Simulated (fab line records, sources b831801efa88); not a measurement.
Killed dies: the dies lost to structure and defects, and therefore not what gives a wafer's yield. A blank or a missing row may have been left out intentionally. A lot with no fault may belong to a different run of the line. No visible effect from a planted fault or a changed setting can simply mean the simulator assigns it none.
fab line records | flow sfqLine
[record] lots = 14 | wafers = 42 | lastDay = 91
route steps=325 shown JJ@180 M5@207 I5@228 C5@248
lots with no fault: from the same line, run without faults
startH: the number of hours between the record's first day and the start of the first shown wafer of the lot | waitH: hours from the lot's prior step to this one | " as in the row above | L1.1+2: one row covering several wafers at once | - no value present, or no start provided | * or withheld: withheld | < > ~ a bound
route shown NAME@n: a module of which the file shows steps, and the number in the route of the first | usual: mean/standard deviation of fault-free wafers | same: alike in all rows | chamber/n: place in a boat | sites: per-site readings | _std_site: standard deviation across them | _edge_site: the outer-site mean with the inner-site mean subtracted | radiusMm: how far each site lies from the wafer's centre | mask NAME#n: copy n | behind: the most recent tool/chamber to have shaped the wafer | hold: the reason the lot was held/the length of the hold in hours/how it ended | device: whichever transistor did not switch (one of n, p or np) | end of line: the tests these same wafers got at the end of their route | a step given without rows: its recipe and nothing more | killed: dies lost to structure and defects at the first sort, not the wafer's yield | map: a wafer's dies, x killed, . not, _ none there
set.NAME: the setting that was run; set.NAME@STEP: the one run at that earlier step | model.NAME: the simulator's own value behind a step, which no gauge read
route steps across a sampled set of lots; one table per step, one row per wafer
services: when a tool's chamber went out of use (startH, in hours from the record's first day, below 0 if earlier), for how many hours, and the reason
[[steps]]
[step SFQ_TRILAYER_JJ_TRILAYER_DEP_SPUTTER_110]
[recipe] material = Al | basePressurePa = 1.33e-06 | targetThkNm = 8 | powerW = 500 | timeS = 10 | chamberPressurePa = 0.4
[usual] throttleValvePct = 29.9/0.81
lot.wafer | tool          | chamber | startH  | waitH | throttleValvePct
L857.4    | pvdSputter-05 | -       | 1254.77 | 0.0   | 29.9
L857.5    | "             | -       | "       | "     | 29.4
L857.6    | "             | -       | "       | "     | 29.9
L858.1    | pvdSputter-03 | -       | 1263.35 | 0.0   | 28.9
L858.4    | "             | -       | "       | "     | 31.7
L858.6    | "             | -       | "       | "     | 31.4
L860.1    | pvdSputter-06 | -       | 1278.95 | 0.0   | 28.9
L860.2    | "             | -       | "       | "     | 30.1
L860.4    | "             | -       | "       | "     | 29.8
L861.3    | pvdSputter-03 | -       | 1288.35 | 0.0   | 31.9
L861.5    | "             | -       | "       | "     | 29.1
L861.6    | "             | -       | "       | "     | 29.9
L862.1    | pvdSputter-06 | -       | 1289.55 | 0.0   | 30.3
L862.2    | "             | -       | "       | "     | 29.1
L862.3    | "             | -       | "       | "     | 30.1
L863.1    | pvdSputter-05 | -       | 1355.31 | 0.0   | 29.1
L863.3    | "             | -       | "       | "     | 29.9
L863.6    | "             | -       | "       | "     | 29.6
L864.1    | pvdSputter-06 | -       | 1356.53 | 0.0   | 29.2
L864.4    | "             | -       | "       | "     | 30.3
L864.5    | "             | -       | "       | "     | 30.4
L865.3    | pvdSputter-03 | -       | 1480.14 | 0.0   | 31.5
L865.5    | "             | -       | "       | "     | 29.8
L865.6    | "             | -       | "       | "     | 29.2
L867.3    | pvdSputter-05 | -       | 1489.56 | 0.0   | 29.3
L867.4    | "             | -       | "       | "     | 29.0
L867.5    | "             | -       | "       | "     | 29.4
L868.3    | pvdSputter-06 | -       | 1493.16 | 0.0   | 30.2
L868.5    | "             | -       | "       | "     | 30.1
L868.6    | "             | -       | "       | "     | 29.0
L870.2    | pvdSputter-03 | -       | 1512.53 | 0.0   | 29.3
L870.3    | "             | -       | "       | "     | 29.8
L870.4    | "             | -       | "       | "     | 31.5
L875.4    | pvdSputter-03 | -       | 1570.69 | 0.0   | 31.5
L875.5    | "             | -       | "       | "     | 29.1
L875.6    | "             | -       | "       | "     | 29.9
L878.1    | pvdSputter-05 | -       | 1604.28 | 0.0   | 29.7
L878.5    | "             | -       | "       | "     | 29.1
L878.6    | "             | -       | "       | "     | 29.8
L879.2    | pvdSputter-05 | -       | 1606.68 | 0.0   | 29.2
L879.4    | "             | -       | "       | "     | 29.4
L879.5    | "             | -       | "       | "     | 29.2
[step SFQ_TRILAYER_M5_STRIP_STRIP_127]
[recipe] gas = O2 | powerW = 200 | platenTempC = 40 | overashFraction = 0.65 | chemistry = O2 | pressureMtorr = 50
[usual] drypumpMotorCurrentA = 5.8/0.36 | oesProductAu = 1.000/0.0076
lot.wafer | tool        | chamber | startH  | waitH | drypumpMotorCurrentA | oesProductAu | rfHoursCounterH
L857.4    | rieMetal-03 | 1       | 1523.87 | 0.3   | 6.0                  | 1.003        | -
L857.5    | "           | 1       | "       | "     | 6.1                  | 1.004        | -
L857.6    | "           | 0       | "       | "     | 6.4                  | 1.009        | -
L858.1    | rieMetal-03 | 0       | 1526.07 | 0.1   | 6.4                  | 1.007        | 56
L858.4    | "           | 1       | "       | "     | 6.0                  | 0.993        | -
L858.6    | "           | 1       | "       | "     | 6.0                  | 1.000        | -
L860.1    | rieMetal-01 | 1       | 1544.70 | 0.1   | 5.6                  | 0.996        | 71
L860.2    | "           | 0       | "       | "     | 5.4                  | 0.994        | 5
L860.4    | "           | 0       | "       | "     | 5.4                  | 1.001        | -
L861.3    | rieMetal-01 | 0       | 1557.35 | 0.6   | 5.4                  | 1.013        | -
L861.5    | "           | 0       | "       | "     | 5.4                  | 1.000        | -
L861.6    | "           | 0       | "       | "     | 5.4                  | 1.003        | -
L862.1    | rieMetal-03 | 0       | 1561.50 | 0.1   | 6.4                  | 1.002        | 60
L862.2    | "           | 1       | "       | "     | 6.1                  | 0.999        | 53
L862.3    | "           | 0       | "       | "     | 6.4                  | 1.005        | -
L863.1    | rieMetal-02 | 1       | 1590.30 | 0.1   | 5.6                  | 1.011        | 24
L863.3    | "           | 0       | "       | "     | 6.1                  | 0.999        | -
L863.6    | "           | 0       | "       | "     | 6.1                  | 0.993        | -
L864.1    | rieMetal-03 | 1       | 1593.90 | 0.1   | 6.1                  | 1.006        | 56
L864.4    | "           | 0       | "       | "     | 6.3                  | 1.001        | -
L864.5    | "           | 0       | "       | "     | 6.3                  | 1.002        | -
L865.3    | rieMetal-03 | 1       | 1597.70 | 0.3   | 6.1                  | 1.004        | -
L865.5    | "           | 0       | "       | "     | 6.4                  | 1.010        | -
L865.6    | "           | 1       | "       | "     | 6.0                  | 1.017        | -
L867.3    | rieMetal-01 | 1       | 1604.90 | 0.3   | 5.6                  | 0.990        | -
L867.4    | "           | 0       | "       | "     | 5.4                  | 0.998        | -
L867.5    | "           | 0       | "       | "     | 5.4                  | 0.995        | -
L868.3    | rieMetal-02 | 1       | 1615.70 | 0.3   | 5.6                  | 1.013        | -
L868.5    | "           | 1       | "       | "     | 5.5                  | 1.003        | -
L868.6    | "           | 0       | "       | "     | 6.1                  | 0.989        | -
L870.2    | rieMetal-03 | 1       | 1620.30 | 0.1   | 6.0                  | 1.003        | 61
L870.3    | "           | 0       | "       | "     | 6.3                  | 1.000        | -
L870.4    | "           | 1       | "       | "     | 6.1                  | 1.006        | -
L875.4    | rieMetal-02 | 1       | 1666.10 | 0.3   | 5.6                  | 0.998        | -
L875.5    | "           | 1       | "       | "     | 5.6                  | 1.001        | -
L875.6    | "           | 0       | "       | "     | 6.1                  | 0.996        | -
L878.1    | rieMetal-03 | 0       | 1669.50 | 0.1   | 6.4                  | 1.004        | 78
L878.5    | "           | 1       | "       | "     | 6.0                  | 1.010        | -
L878.6    | "           | 0       | "       | "     | 6.4                  | 1.014        | -
L879.2    | rieMetal-02 | 1       | 1670.70 | 0.1   | 5.6                  | 1.005        | 38
L879.4    | "           | 1       | "       | "     | 5.6                  | 0.992        | -
L879.5    | "           | 0       | "       | "     | 6.1                  | 1.001        | -
[step SFQ_TRILAYER_A5C_DEP_PECVD_142]
[recipe] material = SiO2 | tempC = 150 | timeS = 15.556 | pressureTorr = 2.4 | rfW = 183.3 | precursor = SiH4/N2O | targetThkNm = 70
[usual] heaterPowerW = 94/13 | throttleValvePct = 24.6/1.3
lot.wafer | tool     | chamber | startH  | waitH | heaterPowerW | sinceWetCleanH | throttleValvePct
L857.4    | pecvd-02 | 0       | 1636.73 | 0.0   | 103          | -              | 23.7
L857.5    | "        | 2       | "       | "     | 104          | -              | 25.6
L857.6    | "        | 1       | "       | "     | 80           | -              | 25.4
L858.1    | pecvd-03 | 0       | 1638.94 | 0.0   | 93           | 692            | 26.6
L858.4    | "        | 0       | "       | "     | 95           | -              | 26.5
L858.6    | "        | 1       | "       | "     | 88           | -              | 24.4
L860.1    | pecvd-01 | 0       | 1664.14 | 0.0   | 93           | 1456           | 25.7
L860.2    | "        | 1       | "       | "     | 101          | 1456           | 26.3
L860.4    | "        | 1       | "       | "     | 100          | -              | 26.5
L861.3    | pecvd-02 | 1       | 1680.77 | 0.0   | 82           | 1103           | 25.4
L861.5    | "        | 2       | "       | "     | 104          | -              | 25.1
L861.6    | "        | 1       | "       | "     | 83           | -              | 25.3
L862.1    | pecvd-03 | 0       | 1685.57 | 0.0   | 108          | 738            | 26.6
L862.2    | "        | 1       | "       | "     | 82           | 738            | 24.8
L862.3    | "        | 2       | "       | "     | 62           | 738            | 24.5
L863.1    | pecvd-03 | 0       | 1711.97 | 0.0   | 105          | 765            | 27.0
L863.3    | "        | 1       | "       | "     | 79           | 765            | 24.6
L863.6    | "        | 1       | "       | "     | 82           | -              | 24.6
L864.1    | pecvd-02 | 1       | 1715.79 | 0.0   | 83           | 1138           | 25.5
L864.4    | "        | 0       | "       | "     | 105          | -              | 23.8
L864.5    | "        | 1       | "       | "     | 84           | -              | 25.5
L865.3    | pecvd-01 | 0       | 1716.99 | 0.0   | 97           | 17             | 23.7
L865.5    | "        | 0       | "       | "     | 94           | -              | 24.0
L865.6    | "        | 2       | "       | "     | 100          | -              | 23.4
L867.3    | pecvd-01 | 1       | 1720.59 | 0.0   | 108          | 20             | 22.2
L867.4    | "        | 0       | "       | "     | 88           | -              | 23.9
L867.5    | "        | 2       | "       | "     | 102          | -              | 23.1
L868.3    | pecvd-03 | 0       | 1721.82 | 0.0   | 97           | -              | 26.8
L868.5    | "        | 0       | "       | "     | 97           | -              | 26.9
L868.6    | "        | 0       | "       | "     | 98           | -              | 26.9
L870.2    | pecvd-01 | 0       | 1724.19 | 0.0   | 96           | 24             | 23.7
L870.3    | "        | 1       | "       | "     | 112          | 24             | 22.3
L870.4    | "        | 1       | "       | "     | 110          | -              | 22.0
L875.4    | pecvd-01 | 1       | 1772.21 | 0.0   | 111          | -              | 22.3
L875.5    | "        | 2       | "       | "     | 113          | -              | 23.3
L875.6    | "        | 0       | "       | "     | 89           | -              | 24.1
L878.1    | pecvd-01 | 1       | 1779.41 | 0.0   | 105          | 79             | 22.5
L878.5    | "        | 0       | "       | "     | 96           | -              | 23.8
L878.6    | "        | 2       | "       | "     | 113          | -              | 23.6
L879.2    | pecvd-02 | 2       | 1781.81 | 0.0   | 101          | 1204           | 25.2
L879.4    | "        | 0       | "       | "     | 103          | -              | 23.9
L879.5    | "        | 2       | "       | "     | 100          | -              | 25.3
[step SFQ_TRILAYER_I5_STRIP_STRIP_148]
[recipe] gas = O2 | powerW = 200 | platenTempC = 40 | overashFraction = 0.65 | chemistry = O2 | pressureMtorr = 50
[usual] drypumpMotorCurrentA = 6.1/0.33 | oesProductAu = 1.002/0.0083
lot.wafer | tool        | chamber | startH  | waitH | drypumpMotorCurrentA | oesProductAu | rfHoursCounterH
L857.4    | rieMetal-04 | 1       | 1649.49 | -     | 6.6                  | 0.992        | -
L857.5    | "           | 0       | "       | "     | 6.5                  | 1.012        | -
L857.6    | "           | 1       | "       | "     | 6.6                  | 1.005        | -
L858.1    | rieMetal-03 | 1       | 1651.69 | -     | 6.0                  | 1.006        | 67
L858.4    | "           | 0       | "       | "     | 6.4                  | 1.007        | -
L858.6    | "           | 0       | "       | "     | 6.4                  | 1.005        | -
L860.1    | rieMetal-03 | 1       | 1681.56 | -     | 6.0                  | 1.005        | 73
L860.2    | "           | 0       | "       | "     | 6.4                  | 1.001        | 80
L860.4    | "           | 1       | "       | "     | 6.1                  | 0.998        | -
L861.3    | rieMetal-02 | 0       | 1683.71 | -     | 6.1                  | 1.006        | -
L861.5    | "           | 0       | "       | "     | 6.1                  | 0.995        | -
L861.6    | "           | 1       | "       | "     | 5.6                  | 0.999        | -
L862.1    | rieMetal-03 | 1       | 1688.31 | -     | 6.0                  | 1.009        | 74
L862.2    | "           | 0       | "       | "     | 6.4                  | 1.003        | 81
L862.3    | "           | 1       | "       | "     | 6.1                  | 1.016        | -
L863.1    | rieMetal-02 | 1       | 1717.37 | -     | 5.6                  | 0.988        | 44
L863.3    | "           | 1       | "       | "     | 5.5                  | 0.997        | -
L863.6    | "           | 0       | "       | "     | 6.1                  | 0.992        | -
L864.1    | rieMetal-04 | 1       | 1718.57 | -     | 6.6                  | 1.004        | 44
L864.4    | "           | 0       | "       | "     | 6.5                  | 1.006        | -
L864.5    | "           | 0       | "       | "     | 6.5                  | 1.015        | -
L865.3    | rieMetal-02 | 1       | 1719.97 | -     | 5.5                  | 0.991        | -
L865.5    | "           | 1       | "       | "     | 5.5                  | 1.003        | -
L865.6    | "           | 0       | "       | "     | 6.1                  | 0.995        | -
L867.3    | rieMetal-02 | 1       | 1726.39 | -     | 5.6                  | 0.988        | -
L867.4    | "           | 0       | "       | "     | 6.1                  | 0.992        | -
L867.5    | "           | 0       | "       | "     | 6.1                  | 0.992        | -
L868.3    | rieMetal-02 | 0       | 1728.79 | -     | 6.1                  | 0.994        | -
L868.5    | "           | 1       | "       | "     | 5.6                  | 0.987        | -
L868.6    | "           | 0       | "       | "     | 6.1                  | 0.995        | -
L870.2    | rieMetal-02 | 1       | 1730.99 | -     | 5.6                  | 1.008        | 45
L870.3    | "           | 1       | "       | "     | 5.6                  | 1.001        | -
L870.4    | "           | 0       | "       | "     | 6.0                  | 1.002        | -
L875.4    | rieMetal-03 | 0       | 1775.02 | -     | 6.4                  | 0.997        | -
L875.5    | "           | 0       | "       | "     | 6.3                  | 1.012        | -
L875.6    | "           | 1       | "       | "     | 6.1                  | 1.004        | -
L878.1    | rieMetal-03 | 0       | 1782.35 | -     | 6.4                  | 1.010        | 94
L878.5    | "           | 0       | "       | "     | 6.4                  | 1.001        | -
L878.6    | "           | 1       | "       | "     | 6.0                  | 0.993        | -
L879.2    | rieMetal-03 | 1       | 1784.75 | -     | 6.0                  | 1.005        | 87
L879.4    | "           | 1       | "       | "     | 6.0                  | 1.006        | -
L879.5    | "           | 1       | "       | "     | 6.0                  | 1.003        | -
[step SFQ_TRILAYER_C5_ETCH_VIA_ETCH_154]
[recipe] target = SiO2 | maskMaterial = PR | chemistry = CHF3 | targetDepthNm = 84 | sourceW = 500 | biasW = 80 | pressureMtorr = 30 | timeS = withheld | stopOn = Nb
[usual] biasW = 80.04/0.23 | drypumpMotorCurrentA = 5.7/0.4 | oesProductAu = 0.893/0.0082
lot.wafer | tool       | chamber | startH  | waitH | biasW | drypumpMotorCurrentA | oesProductAu
L857.4    | rieDiel-04 | 1       | 1712.44 | 0.0   | 79.88 | 6.2                  | 0.905
L857.5    | "          | 0       | "       | "     | 80.04 | 5.5                  | 0.905
L857.6    | "          | 1       | "       | "     | 80.12 | 6.2                  | 0.897
L858.1    | rieDiel-04 | 3       | 1742.54 | 0.0   | 80.40 | 5.9                  | 0.896
L858.4    | "          | 1       | "       | "     | 79.76 | 6.2                  | 0.904
L858.6    | "          | 0       | "       | "     | 80.19 | 5.5                  | 0.894
L860.1    | rieDiel-02 | 2       | 1783.34 | 0.0   | 80.15 | 5.9                  | 0.888
L860.2    | "          | 3       | "       | "     | 79.63 | 6.2                  | 0.883
L860.4    | "          | 0       | "       | "     | 79.53 | 5.9                  | 0.874
L861.3    | rieDiel-04 | 0       | 1784.54 | 0.0   | 80.09 | 5.5                  | 0.884
L861.5    | "          | 1       | "       | "     | 80.29 | 6.2                  | 0.901
L861.6    | "          | 0       | "       | "     | 79.84 | 5.5                  | 0.910
L862.1    | rieDiel-02 | 2       | 1792.94 | 0.0   | 80.30 | 5.9                  | 0.885
L862.2    | "          | 1       | "       | "     | 80.59 | 5.1                  | 0.875
L862.3    | "          | 0       | "       | "     | 79.93 | 6.0                  | 0.887
L863.1    | rieDiel-03 | 3       | 1826.54 | 0.0   | 80.04 | 5.7                  | 0.894
L863.3    | "          | 1       | "       | "     | 80.13 | 5.6                  | 0.883
L863.6    | "          | 3       | "       | "     | 80.08 | 5.7                  | 0.901
L864.1    | rieDiel-04 | 0       | 1827.74 | 0.0   | 80.02 | 5.5                  | 0.895
L864.4    | "          | 2       | "       | "     | 79.75 | 5.5                  | 0.891
L864.5    | "          | 2       | "       | "     | 79.67 | 5.5                  | 0.901
L865.3    | rieDiel-02 | 2       | 1830.14 | 0.0   | 79.86 | 5.9                  | 0.893
L865.5    | "          | 2       | "       | "     | 79.87 | 5.9                  | 0.889
L865.6    | "          | 3       | "       | "     | 80.05 | 6.2                  | 0.891
L867.3    | rieDiel-02 | 0       | 1834.94 | 0.0   | 79.88 | 5.9                  | 0.896
L867.4    | "          | 3       | "       | "     | 80.11 | 6.2                  | 0.903
L867.5    | "          | 0       | "       | "     | 80.01 | 5.9                  | 0.912
L868.3    | rieDiel-03 | 3       | 1836.14 | 0.0   | 80.45 | 5.7                  | 0.897
L868.5    | "          | 0       | "       | "     | 79.88 | 5.6                  | 0.900
L868.6    | "          | 1       | "       | "     | 80.30 | 5.6                  | 0.898
L870.2    | rieDiel-02 | 1       | 1839.74 | 0.0   | 80.24 | 5.2                  | 0.889
L870.3    | "          | 0       | "       | "     | 79.83 | 5.9                  | 0.884
L870.4    | "          | 2       | "       | "     | 79.83 | 5.9                  | 0.904
L875.4    | rieDiel-02 | 3       | 1877.84 | 0.0   | 80.36 | 6.2                  | 0.560
L875.5    | "          | 2       | "       | "     | 79.70 | 5.9                  | 0.881
L875.6    | "          | 0       | "       | "     | 80.07 | 6.0                  | 0.556
L878.1    | rieDiel-03 | 1       | 1882.61 | 0.0   | 79.67 | 5.6                  | 0.885
L878.5    | "          | 0       | "       | "     | 80.18 | 5.5                  | 0.885
L878.6    | "          | 3       | "       | "     | 80.03 | 5.7                  | 0.552
L879.2    | rieDiel-04 | 1       | 1883.81 | 0.0   | 79.80 | 6.2                  | 0.904
L879.4    | "          | 0       | "       | "     | 80.30 | 5.5                  | 0.900
L879.5    | "          | 1       | "       | "     | 79.80 | 6.2                  | 0.900
[[services]]
tool        | chamber | startH  | hours | kind
rieMetal-03 | -       | 1240.86 | 2.8   | pm
pecvd-01    | -       | 1250.72 | 1.8   | repair
rieDiel-02  | 3       | 1281.64 | 15.5  | repair
rieDiel-02  | -       | 1298.89 | 28.1  | pm
pecvd-01    | -       | 1302.25 | 2.8   | pm
rieDiel-02  | 1       | 1332.12 | 1.2   | repair
pecvd-01    | -       | 1358.77 | 0.6   | repair
rieMetal-02 | 1       | 1365.82 | 9.0   | repair
rieDiel-02  | -       | 1403.16 | 1.4   | repair
rieMetal-02 | -       | 1410.08 | 14.6  | pm
rieDiel-02  | 2       | 1416.60 | 8.3   | repair
rieMetal-03 | 1       | 1434.59 | 7.9   | repair
rieMetal-02 | 1       | 1442.55 | 1.7   | repair
pecvd-01    | -       | 1468.80 | 0.6   | repair
pecvd-01    | 2       | 1568.98 | 4.3   | repair
rieDiel-02  | -       | 1597.93 | 14.6  | pm
rieDiel-02  | 3       | 1615.33 | 1.4   | repair
rieDiel-02  | 1       | 1619.84 | 5.1   | repair
pecvd-01    | 1       | 1626.71 | 4.2   | repair
pecvd-01    | 2       | 1635.32 | 5.9   | repair
rieDiel-02  | 2       | 1652.98 | 13.4  | repair
rieDiel-02  | 3       | 1676.54 | 6.4   | repair
pecvd-01    | -       | 1686.25 | 14.0  | pm
pecvd-01    | -       | 1701.32 | 2.2   | repair
[[key]]
[firstSign] step = SFQ_TRILAYER_C5_ETCH_VIA_ETCH_154 | reading = oesProductAu | direction = down | sigmas = 41 | usual = 0.893 | struck = 0.556
effect none on later readings
metAt SFQ_TRILAYER_A5C_DEP_PECVD_142
struckLots L875,L878
struckWafers L875.4,L875.6,L878.6
notActingAt SFQ_TRILAYER_JJ_TRILAYER_DEP_SPUTTER_110,SFQ_TRILAYER_M5_STRIP_STRIP_127,SFQ_TRILAYER_I5_STRIP_STRIP_148
onsetBetween 1724.19 1772.21
[fault] kind = processParameterDrift | tool = pecvd-01 | chamber = - | onsetH = 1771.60 | steps = SFQ_TRILAYER_A5C_DEP_PECVD_142 | channel = targetThkNm | offset = -45.158 | shape = step | endH = 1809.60 | scope = struckWafersOnly | actsIn = theseRecipesOnly | stated = 70
